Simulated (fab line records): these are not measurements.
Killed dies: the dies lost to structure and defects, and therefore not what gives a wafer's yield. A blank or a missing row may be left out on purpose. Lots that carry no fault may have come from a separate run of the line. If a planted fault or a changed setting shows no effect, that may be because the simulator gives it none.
Tool commonality check -- flow gf180mcu -- 39 wafers sampled across 13 lots

WHAT PROMPTED THE OPENING
Flagged at GF_NSD_CD_MEAS_07: reading cd nm, on 2 of 13 lots. No-fault wafers: 401.2 nm, standard deviation 2.7.
Rule: flag the lot when none of its wafers has a number, or when each of its wafers that has one lies beyond 4 standard deviations from that mean. The rest of the lots are taken to be sound.

lot,measured,on,"cd nm (nm), wafer by wafer",flag
L183,day 13 08:40,cd sem-02,401.0 400.5 401.5,
L184,day 14 01:40,cd sem-01,401.9 399.9 401.7,
L185,day 14 08:17,cd sem-02,400.7 399.2 400.7,
L187,day 15 03:16,cd sem-02,398.0 398.0 397.5,
L190,day 15 23:26,cd sem-01,402.6 404.5 404.8,
L192,day 16 15:04,cd sem-01,399.0 400.3 401.4,
L193,day 17 04:55,cd sem-01,395.8 396.1 396.0,
L194,day 17 07:49,cd sem-01,288.7 289.5 288.9,FLAGGED
L196,day 18 03:14,cd sem-01,400.5 399.1 399.3,
L197,day 18 09:05,cd sem-01,298.6 291.5 294.6,FLAGGED
L204,day 20 22:35,cd sem-02,409.1 403.8 407.3,
L205,day 21 03:26,cd sem-01,398.0 400.2 398.4,
L206,day 21 11:52,cd sem-01,403.2 400.2 401.7,
The mean of the flagged lots' numbers is 292.0 nm, -109.2 nm from the usual (-40 standard deviations).

EACH LOT AND THE TOOL IT RAN ON
The record holds 1 process step before the reading, out of a route of 602 steps. Each cell gives the tool, then ch followed by the chambers the sampled wafers passed through, then the start.
lot,flag,GF_NSD_DEVELOP_06
L183,,"litho track-02 ch 0, day 13 08:31"
L184,,"litho track-02 ch 0, day 14 01:31"
L185,,"litho track-02 ch 0, day 14 08:08"
L187,,"litho track-04 ch 0, day 15 03:07"
L190,,"litho track-03 ch 0, day 15 23:17"
L192,,"litho track-03 ch 0, day 16 14:55"
L193,,"litho track-03 ch 0, day 17 04:46"
L194,FLAGGED,"litho track-03 ch 0, day 17 07:40"
L196,,"litho track-04 ch 0, day 18 03:06"
L197,FLAGGED,"litho track-03 ch 0, day 18 08:56"
L204,,"litho track-03 ch 0, day 20 22:26"
L205,,"litho track-02 ch 0, day 21 03:17"
L206,,"litho track-03 ch 0, day 21 11:43"
What these steps do:
- GF_NSD_DEVELOP_06: develop time 60 s.
- GF_NSD_CD_MEAS_07: target cd 400 nm.

FLAGGED AGAINST TOTAL, ONE TOOL AT A TIME (gauges that did the reading follow at the end)
step,tool,lots run,flagged,share of the flagged lots,sound lots run after its first flagged lot
GF_NSD_DEVELOP_06,litho track-02,4,0,none,-
GF_NSD_DEVELOP_06,litho track-03,7,2,all,"2 (L204,L206)"
GF_NSD_DEVELOP_06,litho track-04,2,0,none,-
GF_NSD_CD_MEAS_07,cd sem-01,9,2,all,"3 (L196,L205,L206)"
GF_NSD_CD_MEAS_07,cd sem-02,4,0,none,-

THE TABLE: WHAT IT ALLOWS
2 rows of the table ran every flagged lot: litho track-03 at GF_NSD_DEVELOP_06, cd sem-01 at GF_NSD_CD_MEAS_07.
- litho track-03 at GF_NSD_DEVELOP_06: 2 of its 7 lots flagged. Sound lots followed the first flagged one (L204, L206) on it, something a lasting fault affecting the whole tool could not allow.
- cd sem-01 at GF_NSD_CD_MEAS_07: 2 of its 9 lots flagged. Sound lots followed the first flagged one (L196, L205, L206) on it, something a lasting fault affecting the whole tool could not allow.
There is no row in the table that ran each flagged lot and no sound lot after the first.

WHAT WAS PUT IN BY THE SIMULATOR
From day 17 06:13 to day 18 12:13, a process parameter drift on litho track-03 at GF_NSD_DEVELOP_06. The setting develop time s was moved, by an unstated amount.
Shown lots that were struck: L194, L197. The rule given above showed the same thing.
